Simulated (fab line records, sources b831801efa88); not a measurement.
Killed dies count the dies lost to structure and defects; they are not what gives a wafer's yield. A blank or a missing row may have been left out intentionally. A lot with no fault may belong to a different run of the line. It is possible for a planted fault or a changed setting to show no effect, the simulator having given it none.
fab line records || flow sky130 || part 2 of 2: steps 30 to 39 of 39
record {"lots": 5, "wafers": 15, "last-day": 50}
route steps=708 shown VT_ADJUST_HVTP@94 VT_ADJUST_LVTN@97 VT_ADJUST_NCORE@119 VT_ADJUST_HVTR@131
lots untouched by any fault: they come from a run of this same line in which no faults occurred
start-h: start of the lot's first displayed wafer, in hours after the record's first day || wait-h: how many hours have passed since the lot's step before this one || " repeats the value in the row above || L1.1+2: a row that stands for several wafers || - no value present, or no start provided || * or withheld: withheld || < > ~ a bound
route shown NAME@n: NAME is a module with steps in the file, n the number in the route of the first one || usual: average and standard deviation across the fault-free wafers || same: alike in all rows || chamber/n: place in a boat || sites: each site's reading || _std_site: how widely they spread, as a standard deviation || _edge_site: inner sites' mean taken away from outer sites' mean || radius-mm: for every site, how far away it sits from the centre of the wafer || mask NAME#n: copy n || behind: the last tool/chamber to shape the wafer || hold: reason for holding the lot/hours on hold/outcome of the hold || device: the n, p or np transistor that did not switch || end of line: the route-end tests of the same wafers || a step without rows: its recipe alone || killed: dies that structure and defects cost at the first sort, which is not the same as the wafer's yield || map: a wafer's dies, marking killed ones x, the rest . and places with no die _
set.NAME: the setting the step ran with; set.NAME@STEP: the setting that earlier step ran with || model.NAME: the simulator's own value behind a step, which no gauge read
a table for each step, a row for each wafer; lots at some steps of the route
services: from which hour (start-h, from the record's first day; less than 0 if before it) a tool's chamber was out of use, for how many hours, and why
## steps
# step SKY_VT_ADJUST_NCORE_EXPOSE_04
# recipe {"mask-id": "LVTN_COMPLEMENT_THIN", "na": 0.6, "source-shape": "conventional", "sigma-outer": 0.6, "polarization": "unpolarized", "target-cd-nm": 380, "dose-mj": 139}
# usual {"exposure-dose-mJ-cm2": "139.08/0.19"}
# same {"na": 0.6}
{"lot.wafer": "L081.3", "tool": "iline-stepper-01", "chamber": 0, "start-h": "-", "wait-h": "-", "mask": "LVTN_COMPLEMENT_THIN#0", "exposure-dose-mJ-cm2": 139.15}
{"lot.wafer": "L081.4", "tool": "iline-stepper-01", "chamber": 0, "start-h": "-", "wait-h": "-", "mask": "LVTN_COMPLEMENT_THIN#0", "exposure-dose-mJ-cm2": 138.86}
{"lot.wafer": "L081.6", "tool": "iline-stepper-01", "chamber": 0, "start-h": "-", "wait-h": "-", "mask": "LVTN_COMPLEMENT_THIN#0", "exposure-dose-mJ-cm2": 139.16}
{"lot.wafer": "L088.1", "tool": "iline-stepper-01", "chamber": 0, "start-h": "-", "wait-h": "-", "mask": "LVTN_COMPLEMENT_THIN#0", "exposure-dose-mJ-cm2": 138.89}
{"lot.wafer": "L088.4", "tool": "iline-stepper-01", "chamber": 0, "start-h": "-", "wait-h": "-", "mask": "LVTN_COMPLEMENT_THIN#0", "exposure-dose-mJ-cm2": 138.79}
{"lot.wafer": "L088.5", "tool": "iline-stepper-01", "chamber": 0, "start-h": "-", "wait-h": "-", "mask": "LVTN_COMPLEMENT_THIN#0", "exposure-dose-mJ-cm2": 138.93}
{"lot.wafer": "L090.4", "tool": "iline-stepper-02", "chamber": 0, "start-h": "-", "wait-h": "-", "mask": "LVTN_COMPLEMENT_THIN#0", "exposure-dose-mJ-cm2": 139.07}
{"lot.wafer": "L090.5", "tool": "iline-stepper-02", "chamber": 0, "start-h": "-", "wait-h": "-", "mask": "LVTN_COMPLEMENT_THIN#0", "exposure-dose-mJ-cm2": 139.07}
{"lot.wafer": "L090.6", "tool": "iline-stepper-02", "chamber": 0, "start-h": "-", "wait-h": "-", "mask": "LVTN_COMPLEMENT_THIN#0", "exposure-dose-mJ-cm2": 139.19}
{"lot.wafer": "L091.1", "tool": "iline-stepper-02", "chamber": 0, "start-h": "-", "wait-h": "-", "mask": "LVTN_COMPLEMENT_THIN#0", "exposure-dose-mJ-cm2": 139.30}
{"lot.wafer": "L091.4", "tool": "iline-stepper-02", "chamber": 0, "start-h": "-", "wait-h": "-", "mask": "LVTN_COMPLEMENT_THIN#0", "exposure-dose-mJ-cm2": 139.20}
{"lot.wafer": "L091.6", "tool": "iline-stepper-02", "chamber": 0, "start-h": "-", "wait-h": "-", "mask": "LVTN_COMPLEMENT_THIN#0", "exposure-dose-mJ-cm2": 139.16}
{"lot.wafer": "L096.2", "tool": "iline-stepper-02", "chamber": 0, "start-h": "-", "wait-h": "-", "mask": "LVTN_COMPLEMENT_THIN#0", "exposure-dose-mJ-cm2": 139.17}
{"lot.wafer": "L096.4", "tool": "iline-stepper-02", "chamber": 0, "start-h": "-", "wait-h": "-", "mask": "LVTN_COMPLEMENT_THIN#0", "exposure-dose-mJ-cm2": 139.41}
{"lot.wafer": "L096.6", "tool": "iline-stepper-02", "chamber": 0, "start-h": "-", "wait-h": "-", "mask": "LVTN_COMPLEMENT_THIN#0", "exposure-dose-mJ-cm2": 139.19}
# step SKY_VT_ADJUST_NCORE_PEB_05
# recipe {"temp-c": "withheld", "time-s": "*", "resist": "NOVOLAK"}
# same {"time-s": "*"}
{"lot.wafer": "L081.3+4+6", "tool": "litho-track-03", "chamber": 0, "start-h": "-", "wait-h": "-"}
{"lot.wafer": "L088.1+4+5", "tool": "litho-track-02", "chamber": 0, "start-h": "-", "wait-h": "-"}
{"lot.wafer": "L090.4+5+6", "tool": "litho-track-02", "chamber": 0, "start-h": "-", "wait-h": "-"}
{"lot.wafer": "L091.1+4+6", "tool": "litho-track-04", "chamber": 0, "start-h": "-", "wait-h": "-"}
{"lot.wafer": "L096.2+4+6", "tool": "litho-track-02", "chamber": 0, "start-h": "-", "wait-h": "-"}
# step SKY_VT_ADJUST_NCORE_DEVELOP_06
# recipe {"resist": "NOVOLAK", "developer": "TMAH", "develop-time-s": 60, "dev-temp-c": 23}
{"lot.wafer": "L081.3+4+6", "tool": "litho-track-03", "chamber": 0, "start-h": 228.35, "wait-h": 0.1}
{"lot.wafer": "L088.1+4+5", "tool": "litho-track-02", "chamber": 0, "start-h": 282.33, "wait-h": 0.1}
{"lot.wafer": "L090.4+5+6", "tool": "litho-track-02", "chamber": 0, "start-h": 293.90, "wait-h": 0.1}
{"lot.wafer": "L091.1+4+6", "tool": "litho-track-04", "chamber": 0, "start-h": 301.71, "wait-h": 0.1}
{"lot.wafer": "L096.2+4+6", "tool": "litho-track-02", "chamber": 0, "start-h": 337.00, "wait-h": 0.1}
# step SKY_VT_ADJUST_NCORE_CD_MEAS_07
# recipe {"target-cd-nm": 380}
# usual {"cd-nm": "379.9/2.2"}
{"lot.wafer": "L081.3", "tool": "cd-sem-01", "chamber": "-", "start-h": 228.49, "wait-h": 0.1, "cd-nm": 383.7}
{"lot.wafer": "L081.4", "tool": "cd-sem-01", "chamber": "-", "start-h": 228.49, "wait-h": 0.1, "cd-nm": 381.5}
{"lot.wafer": "L081.6", "tool": "cd-sem-01", "chamber": "-", "start-h": 228.49, "wait-h": 0.1, "cd-nm": 380.4}
{"lot.wafer": "L088.1", "tool": "cd-sem-02", "chamber": "-", "start-h": 282.48, "wait-h": 0.1, "cd-nm": 380.7}
{"lot.wafer": "L088.4", "tool": "cd-sem-02", "chamber": "-", "start-h": 282.48, "wait-h": 0.1, "cd-nm": 378.0}
{"lot.wafer": "L088.5", "tool": "cd-sem-02", "chamber": "-", "start-h": 282.48, "wait-h": 0.1, "cd-nm": 380.4}
{"lot.wafer": "L090.4", "tool": "cd-sem-02", "chamber": "-", "start-h": 294.04, "wait-h": 0.1, "cd-nm": 382.6}
{"lot.wafer": "L090.5", "tool": "cd-sem-02", "chamber": "-", "start-h": 294.04, "wait-h": 0.1, "cd-nm": 380.0}
{"lot.wafer": "L090.6", "tool": "cd-sem-02", "chamber": "-", "start-h": 294.04, "wait-h": 0.1, "cd-nm": 383.0}
{"lot.wafer": "L091.1", "tool": "cd-sem-01", "chamber": "-", "start-h": 301.86, "wait-h": 0.1, "cd-nm": 379.0}
{"lot.wafer": "L091.4", "tool": "cd-sem-01", "chamber": "-", "start-h": 301.86, "wait-h": 0.1, "cd-nm": 380.4}
{"lot.wafer": "L091.6", "tool": "cd-sem-01", "chamber": "-", "start-h": 301.86, "wait-h": 0.1, "cd-nm": 378.8}
{"lot.wafer": "L096.2", "tool": "cd-sem-01", "chamber": "-", "start-h": 337.15, "wait-h": 0.1, "cd-nm": 378.0}
{"lot.wafer": "L096.4", "tool": "cd-sem-01", "chamber": "-", "start-h": 337.15, "wait-h": 0.1, "cd-nm": 378.6}
{"lot.wafer": "L096.6", "tool": "cd-sem-01", "chamber": "-", "start-h": 337.15, "wait-h": 0.1, "cd-nm": 378.4}
# step SKY_VT_ADJUST_NCORE_OVL_MEAS_08
# usual {"VT_ADJUST_NCORE_OVL": "0.1/1.4"}
{"lot.wafer": "L081.3", "tool": "overlay-02", "chamber": "-", "start-h": 228.58, "wait-h": 0.1, "VT_ADJUST_NCORE_OVL[nm]": -2.5}
{"lot.wafer": "L081.4", "tool": "overlay-02", "chamber": "-", "start-h": 228.58, "wait-h": 0.1, "VT_ADJUST_NCORE_OVL[nm]": -0.6}
{"lot.wafer": "L081.6", "tool": "overlay-02", "chamber": "-", "start-h": 228.58, "wait-h": 0.1, "VT_ADJUST_NCORE_OVL[nm]": -0.2}
{"lot.wafer": "L088.1", "tool": "overlay-01", "chamber": "-", "start-h": 282.60, "wait-h": 0.1, "VT_ADJUST_NCORE_OVL[nm]": -0.8}
{"lot.wafer": "L088.4", "tool": "overlay-01", "chamber": "-", "start-h": 282.60, "wait-h": 0.1, "VT_ADJUST_NCORE_OVL[nm]": 0.6}
{"lot.wafer": "L088.5", "tool": "overlay-01", "chamber": "-", "start-h": 282.60, "wait-h": 0.1, "VT_ADJUST_NCORE_OVL[nm]": 0.6}
{"lot.wafer": "L090.4", "tool": "overlay-01", "chamber": "-", "start-h": 294.12, "wait-h": 0.1, "VT_ADJUST_NCORE_OVL[nm]": 0.8}
{"lot.wafer": "L090.5", "tool": "overlay-01", "chamber": "-", "start-h": 294.12, "wait-h": 0.1, "VT_ADJUST_NCORE_OVL[nm]": 0.7}
{"lot.wafer": "L090.6", "tool": "overlay-01", "chamber": "-", "start-h": 294.12, "wait-h": 0.1, "VT_ADJUST_NCORE_OVL[nm]": 1.3}
{"lot.wafer": "L091.1", "tool": "overlay-01", "chamber": "-", "start-h": 301.98, "wait-h": 0.1, "VT_ADJUST_NCORE_OVL[nm]": 2.3}
{"lot.wafer": "L091.4", "tool": "overlay-01", "chamber": "-", "start-h": 301.98, "wait-h": 0.1, "VT_ADJUST_NCORE_OVL[nm]": 2.2}
{"lot.wafer": "L091.6", "tool": "overlay-01", "chamber": "-", "start-h": 301.98, "wait-h": 0.1, "VT_ADJUST_NCORE_OVL[nm]": 2.3}
{"lot.wafer": "L096.2", "tool": "overlay-02", "chamber": "-", "start-h": 337.26, "wait-h": 0.1, "VT_ADJUST_NCORE_OVL[nm]": -0.2}
{"lot.wafer": "L096.4", "tool": "overlay-02", "chamber": "-", "start-h": 337.26, "wait-h": 0.1, "VT_ADJUST_NCORE_OVL[nm]": -1.5}
{"lot.wafer": "L096.6", "tool": "overlay-02", "chamber": "-", "start-h": 337.26, "wait-h": 0.1, "VT_ADJUST_NCORE_OVL[nm]": -2.5}
# step SKY_VT_ADJUST_NCORE_IMPLANT_09
# recipe {"species": "B", "energy-kev": 10, "dose-cm2": 2.4e+12, "tilt-deg": "withheld"}
# usual {"beam-energy-keV": "9.9995/0.0028"}
{"lot.wafer": "L081.3", "tool": "implanter-02", "chamber": 0, "start-h": 228.66, "wait-h": 0.1, "beam-energy-keV": 10.001}
{"lot.wafer": "L081.4", "tool": "implanter-02", "chamber": 0, "start-h": 228.66, "wait-h": 0.1, "beam-energy-keV": 10.001}
{"lot.wafer": "L081.6", "tool": "implanter-02", "chamber": 0, "start-h": 228.66, "wait-h": 0.1, "beam-energy-keV": 9.9993}
{"lot.wafer": "L088.1", "tool": "implanter-02", "chamber": 0, "start-h": 282.64, "wait-h": 0.0, "beam-energy-keV": 10.003}
{"lot.wafer": "L088.4", "tool": "implanter-02", "chamber": 0, "start-h": 282.64, "wait-h": 0.0, "beam-energy-keV": 9.9999}
{"lot.wafer": "L088.5", "tool": "implanter-02", "chamber": 0, "start-h": 282.64, "wait-h": 0.0, "beam-energy-keV": 10.005}
{"lot.wafer": "L090.4", "tool": "implanter-01", "chamber": 0, "start-h": 294.21, "wait-h": 0.1, "beam-energy-keV": 9.9930}
{"lot.wafer": "L090.5", "tool": "implanter-01", "chamber": 0, "start-h": 294.21, "wait-h": 0.1, "beam-energy-keV": 9.9967}
{"lot.wafer": "L090.6", "tool": "implanter-01", "chamber": 0, "start-h": 294.21, "wait-h": 0.1, "beam-energy-keV": 10.001}
{"lot.wafer": "L091.1", "tool": "implanter-03", "chamber": 0, "start-h": 302.02, "wait-h": 0.0, "beam-energy-keV": 10.005}
{"lot.wafer": "L091.4", "tool": "implanter-03", "chamber": 0, "start-h": 302.02, "wait-h": 0.0, "beam-energy-keV": 10.003}
{"lot.wafer": "L091.6", "tool": "implanter-03", "chamber": 0, "start-h": 302.02, "wait-h": 0.0, "beam-energy-keV": 9.9989}
{"lot.wafer": "L096.2", "tool": "implanter-03", "chamber": 0, "start-h": 337.31, "wait-h": 0.0, "beam-energy-keV": 9.9986}
{"lot.wafer": "L096.4", "tool": "implanter-03", "chamber": 0, "start-h": 337.31, "wait-h": 0.0, "beam-energy-keV": 9.9939}
{"lot.wafer": "L096.6", "tool": "implanter-03", "chamber": 0, "start-h": 337.31, "wait-h": 0.0, "beam-energy-keV": 10.000}
# step SKY_VT_ADJUST_NCORE_STRIP_10
# recipe {"chemistry": "O2/N2", "power-w": 1400, "pressure-mtorr": 1500, "platen-temp-c": "withheld", "o2-flow-sccm": 3000, "n2-flow-sccm": 300, "overash-fraction": 0.5}
# usual {"drypump-motor-current-A": "5.9/0.41", "oes-product-au": "0.716/0.0047", "strip-time-to-endpoint-s": "14.18/0.04"}
{"lot.wafer": "L081.3", "tool": "plasma-asher-03", "chamber": 1, "start-h": 228.79, "wait-h": 0.1, "drypump-motor-current-A": 6.4, "oes-product-au": 0.715, "rf-hours-counter-h": "-", "strip-time-to-endpoint-s": 14.16}
{"lot.wafer": "L081.4", "tool": "plasma-asher-03", "chamber": 0, "start-h": 228.79, "wait-h": 0.1, "drypump-motor-current-A": 5.4, "oes-product-au": 0.718, "rf-hours-counter-h": "-", "strip-time-to-endpoint-s": 14.20}
{"lot.wafer": "L081.6", "tool": "plasma-asher-03", "chamber": 1, "start-h": 228.79, "wait-h": 0.1, "drypump-motor-current-A": 6.4, "oes-product-au": 0.722, "rf-hours-counter-h": "-", "strip-time-to-endpoint-s": 14.17}
{"lot.wafer": "L088.1", "tool": "plasma-asher-03", "chamber": 1, "start-h": 282.79, "wait-h": 0.1, "drypump-motor-current-A": 6.4, "oes-product-au": 0.705, "rf-hours-counter-h": 60, "strip-time-to-endpoint-s": 14.17}
{"lot.wafer": "L088.4", "tool": "plasma-asher-03", "chamber": 0, "start-h": 282.79, "wait-h": 0.1, "drypump-motor-current-A": 5.4, "oes-product-au": 0.710, "rf-hours-counter-h": "-", "strip-time-to-endpoint-s": 14.16}
{"lot.wafer": "L088.5", "tool": "plasma-asher-03", "chamber": 0, "start-h": 282.79, "wait-h": 0.1, "drypump-motor-current-A": 5.4, "oes-product-au": 0.715, "rf-hours-counter-h": "-", "strip-time-to-endpoint-s": 14.17}
{"lot.wafer": "L090.4", "tool": "plasma-asher-04", "chamber": 0, "start-h": 294.32, "wait-h": 0.1, "drypump-motor-current-A": 5.6, "oes-product-au": 0.718, "rf-hours-counter-h": "-", "strip-time-to-endpoint-s": 14.14}
{"lot.wafer": "L090.5", "tool": "plasma-asher-04", "chamber": 0, "start-h": 294.32, "wait-h": 0.1, "drypump-motor-current-A": 5.7, "oes-product-au": 0.719, "rf-hours-counter-h": "-", "strip-time-to-endpoint-s": 14.13}
{"lot.wafer": "L090.6", "tool": "plasma-asher-04", "chamber": 1, "start-h": 294.32, "wait-h": 0.1, "drypump-motor-current-A": 6.0, "oes-product-au": 0.718, "rf-hours-counter-h": "-", "strip-time-to-endpoint-s": 14.13}
{"lot.wafer": "L091.1", "tool": "plasma-asher-03", "chamber": 0, "start-h": 302.17, "wait-h": 0.1, "drypump-motor-current-A": 5.4, "oes-product-au": 0.722, "rf-hours-counter-h": 62, "strip-time-to-endpoint-s": 14.10}
{"lot.wafer": "L091.4", "tool": "plasma-asher-03", "chamber": 1, "start-h": 302.17, "wait-h": 0.1, "drypump-motor-current-A": 6.4, "oes-product-au": 0.720, "rf-hours-counter-h": "-", "strip-time-to-endpoint-s": 14.12}
{"lot.wafer": "L091.6", "tool": "plasma-asher-03", "chamber": 0, "start-h": 302.17, "wait-h": 0.1, "drypump-motor-current-A": 5.4, "oes-product-au": 0.710, "rf-hours-counter-h": "-", "strip-time-to-endpoint-s": 14.13}
{"lot.wafer": "L096.2", "tool": "plasma-asher-04", "chamber": 1, "start-h": 337.44, "wait-h": 0.1, "drypump-motor-current-A": 6.0, "oes-product-au": 0.717, "rf-hours-counter-h": 53, "strip-time-to-endpoint-s": 14.19}
{"lot.wafer": "L096.4", "tool": "plasma-asher-04", "chamber": 0, "start-h": 337.44, "wait-h": 0.1, "drypump-motor-current-A": 5.7, "oes-product-au": 0.714, "rf-hours-counter-h": "-", "strip-time-to-endpoint-s": 14.21}
{"lot.wafer": "L096.6", "tool": "plasma-asher-04", "chamber": 1, "start-h": 337.44, "wait-h": 0.1, "drypump-motor-current-A": 6.0, "oes-product-au": 0.721, "rf-hours-counter-h": "-", "strip-time-to-endpoint-s": 14.17}
# step SKY_VT_ADJUST_NCORE_TW_MEAS_11
# usual {"VT_ADJUST_NCORE_TW": "219.8/1.8"}
{"lot.wafer": "L081.3", "tool": "film-metro-02", "chamber": "-", "start-h": 228.88, "wait-h": 0.1, "VT_ADJUST_NCORE_TW": 218.8}
{"lot.wafer": "L081.4", "tool": "film-metro-02", "chamber": "-", "start-h": 228.88, "wait-h": 0.1, "VT_ADJUST_NCORE_TW": 218.0}
{"lot.wafer": "L081.6", "tool": "film-metro-02", "chamber": "-", "start-h": 228.88, "wait-h": 0.1, "VT_ADJUST_NCORE_TW": 217.8}
{"lot.wafer": "L088.1", "tool": "film-metro-01", "chamber": "-", "start-h": 282.89, "wait-h": 0.1, "VT_ADJUST_NCORE_TW": 222.1}
{"lot.wafer": "L088.4", "tool": "film-metro-01", "chamber": "-", "start-h": 282.89, "wait-h": 0.1, "VT_ADJUST_NCORE_TW": 221.0}
{"lot.wafer": "L088.5", "tool": "film-metro-01", "chamber": "-", "start-h": 282.89, "wait-h": 0.1, "VT_ADJUST_NCORE_TW": 220.7}
{"lot.wafer": "L090.4", "tool": "film-metro-03", "chamber": "-", "start-h": 294.42, "wait-h": 0.1, "VT_ADJUST_NCORE_TW": 220.7}
{"lot.wafer": "L090.5", "tool": "film-metro-03", "chamber": "-", "start-h": 294.42, "wait-h": 0.1, "VT_ADJUST_NCORE_TW": 220.5}
{"lot.wafer": "L090.6", "tool": "film-metro-03", "chamber": "-", "start-h": 294.42, "wait-h": 0.1, "VT_ADJUST_NCORE_TW": 222.2}
{"lot.wafer": "L091.1", "tool": "film-metro-01", "chamber": "-", "start-h": 302.27, "wait-h": 0.1, "VT_ADJUST_NCORE_TW": 222.0}
{"lot.wafer": "L091.4", "tool": "film-metro-01", "chamber": "-", "start-h": 302.27, "wait-h": 0.1, "VT_ADJUST_NCORE_TW": 222.0}
{"lot.wafer": "L091.6", "tool": "film-metro-01", "chamber": "-", "start-h": 302.27, "wait-h": 0.1, "VT_ADJUST_NCORE_TW": 221.7}
{"lot.wafer": "L096.2", "tool": "film-metro-02", "chamber": "-", "start-h": 337.55, "wait-h": 0.1, "VT_ADJUST_NCORE_TW": 216.7}
{"lot.wafer": "L096.4", "tool": "film-metro-02", "chamber": "-", "start-h": 337.55, "wait-h": 0.1, "VT_ADJUST_NCORE_TW": 216.5}
{"lot.wafer": "L096.6", "tool": "film-metro-02", "chamber": "-", "start-h": 337.55, "wait-h": 0.1, "VT_ADJUST_NCORE_TW": 216.7}
# step SKY_VT_ADJUST_HVTR_DEHYDRATE_00
# recipe {"temp-c": 200, "time-s": 60}
# same {"time-s": 60}
{"lot.wafer": "L081.3+4+6", "tool": "litho-track-03", "chamber": 0, "start-h": 239.75, "wait-h": 10.9}
{"lot.wafer": "L088.1+4+5", "tool": "litho-track-03", "chamber": 0, "start-h": 294.70, "wait-h": 11.8}
{"lot.wafer": "L090.4+5+6", "tool": "litho-track-03", "chamber": 0, "start-h": 306.88, "wait-h": 12.5}
{"lot.wafer": "L091.1+4+6", "tool": "litho-track-01", "chamber": 0, "start-h": 314.45, "wait-h": 12.2}
{"lot.wafer": "L096.2+4+6", "tool": "litho-track-03", "chamber": 0, "start-h": 349.78, "wait-h": 12.2}
# step SKY_VT_ADJUST_HVTR_HMDS_01
# recipe {"prime-time-s": 60, "prime-temp-c": 120}
# usual {"prime-temp-c": "120.01/0.14"}
{"lot.wafer": "L081.3", "tool": "litho-track-03", "chamber": 0, "start-h": 239.90, "wait-h": 0.1, "prime-temp-c": 119.86}
{"lot.wafer": "L081.4", "tool": "litho-track-03", "chamber": 0, "start-h": 239.90, "wait-h": 0.1, "prime-temp-c": 120.01}
{"lot.wafer": "L081.6", "tool": "litho-track-03", "chamber": 0, "start-h": 239.90, "wait-h": 0.1, "prime-temp-c": 120.05}
{"lot.wafer": "L088.1", "tool": "litho-track-03", "chamber": 0, "start-h": 294.85, "wait-h": 0.1, "prime-temp-c": 119.99}
{"lot.wafer": "L088.4", "tool": "litho-track-03", "chamber": 0, "start-h": 294.85, "wait-h": 0.1, "prime-temp-c": 120.07}
{"lot.wafer": "L088.5", "tool": "litho-track-03", "chamber": 0, "start-h": 294.85, "wait-h": 0.1, "prime-temp-c": 120.09}
{"lot.wafer": "L090.4", "tool": "litho-track-03", "chamber": 0, "start-h": 307.03, "wait-h": 0.1, "prime-temp-c": 120.07}
{"lot.wafer": "L090.5", "tool": "litho-track-03", "chamber": 0, "start-h": 307.03, "wait-h": 0.1, "prime-temp-c": 120.06}
{"lot.wafer": "L090.6", "tool": "litho-track-03", "chamber": 0, "start-h": 307.03, "wait-h": 0.1, "prime-temp-c": 119.89}
{"lot.wafer": "L091.1", "tool": "litho-track-01", "chamber": 0, "start-h": 314.60, "wait-h": 0.1, "prime-temp-c": 119.77}
{"lot.wafer": "L091.4", "tool": "litho-track-01", "chamber": 0, "start-h": 314.60, "wait-h": 0.1, "prime-temp-c": 120.02}
{"lot.wafer": "L091.6", "tool": "litho-track-01", "chamber": 0, "start-h": 314.60, "wait-h": 0.1, "prime-temp-c": 119.96}
{"lot.wafer": "L096.2", "tool": "litho-track-03", "chamber": 0, "start-h": 349.93, "wait-h": 0.1, "prime-temp-c": 120.05}
{"lot.wafer": "L096.4", "tool": "litho-track-03", "chamber": 0, "start-h": 349.93, "wait-h": 0.1, "prime-temp-c": 120.03}
{"lot.wafer": "L096.6", "tool": "litho-track-03", "chamber": 0, "start-h": 349.93, "wait-h": 0.1, "prime-temp-c": 119.77}
## services
{"tool": "implanter-04", "chamber": "-", "start-h": 146.79, "hours": 3.5, "kind": "pm"}
{"tool": "iline-stepper-02", "chamber": "-", "start-h": 152.57, "hours": 2.1, "kind": "pm"}
{"tool": "implanter-04", "chamber": "-", "start-h": 159.03, "hours": 2.7, "kind": "pm"}
{"tool": "implanter-02", "chamber": "-", "start-h": 168.80, "hours": 2.5, "kind": "pm"}
{"tool": "plasma-asher-03", "chamber": "-", "start-h": 174.84, "hours": 2.8, "kind": "pm"}
{"tool": "iline-stepper-02", "chamber": "-", "start-h": 185.54, "hours": 1.7, "kind": "pm"}
{"tool": "plasma-asher-04", "chamber": "-", "start-h": 187.54, "hours": 1.2, "kind": "repair"}
{"tool": "plasma-asher-04", "chamber": "-", "start-h": 192.15, "hours": 0.5, "kind": "repair"}
{"tool": "plasma-asher-03", "chamber": "-", "start-h": 196.30, "hours": 2.4, "kind": "repair"}
{"tool": "implanter-03", "chamber": "-", "start-h": 202.55, "hours": 3.5, "kind": "repair"}
{"tool": "plasma-asher-03", "chamber": "-", "start-h": 216.34, "hours": 0.4, "kind": "repair"}
{"tool": "plasma-asher-01", "chamber": "-", "start-h": 243.62, "hours": 0.6, "kind": "repair"}
{"tool": "implanter-04", "chamber": "-", "start-h": 245.21, "hours": 0.5, "kind": "repair"}
{"tool": "plasma-asher-04", "chamber": "-", "start-h": 249.11, "hours": 2.8, "kind": "pm"}
{"tool": "implanter-04", "chamber": "-", "start-h": 249.63, "hours": 1.3, "kind": "repair"}
{"tool": "implanter-04", "chamber": "-", "start-h": 254.66, "hours": 11.3, "kind": "pm"}
{"tool": "iline-stepper-01", "chamber": "-", "start-h": 259.29, "hours": 8.9, "kind": "pm"}
{"tool": "implanter-02", "chamber": "-", "start-h": 267.09, "hours": 1.9, "kind": "repair"}
{"tool": "implanter-03", "chamber": "-", "start-h": 280.04, "hours": 8.7, "kind": "pm"}
{"tool": "implanter-03", "chamber": "-", "start-h": 292.56, "hours": 2.3, "kind": "repair"}
{"tool": "implanter-03", "chamber": "-", "start-h": 293.73, "hours": 2.6, "kind": "repair"}
{"tool": "iline-stepper-01", "chamber": "-", "start-h": 303.13, "hours": 1.7, "kind": "pm"}
{"tool": "plasma-asher-04", "chamber": "-", "start-h": 325.94, "hours": 1.6, "kind": "repair"}
{"tool": "implanter-02", "chamber": "-", "start-h": 326.82, "hours": 6.9, "kind": "repair"}
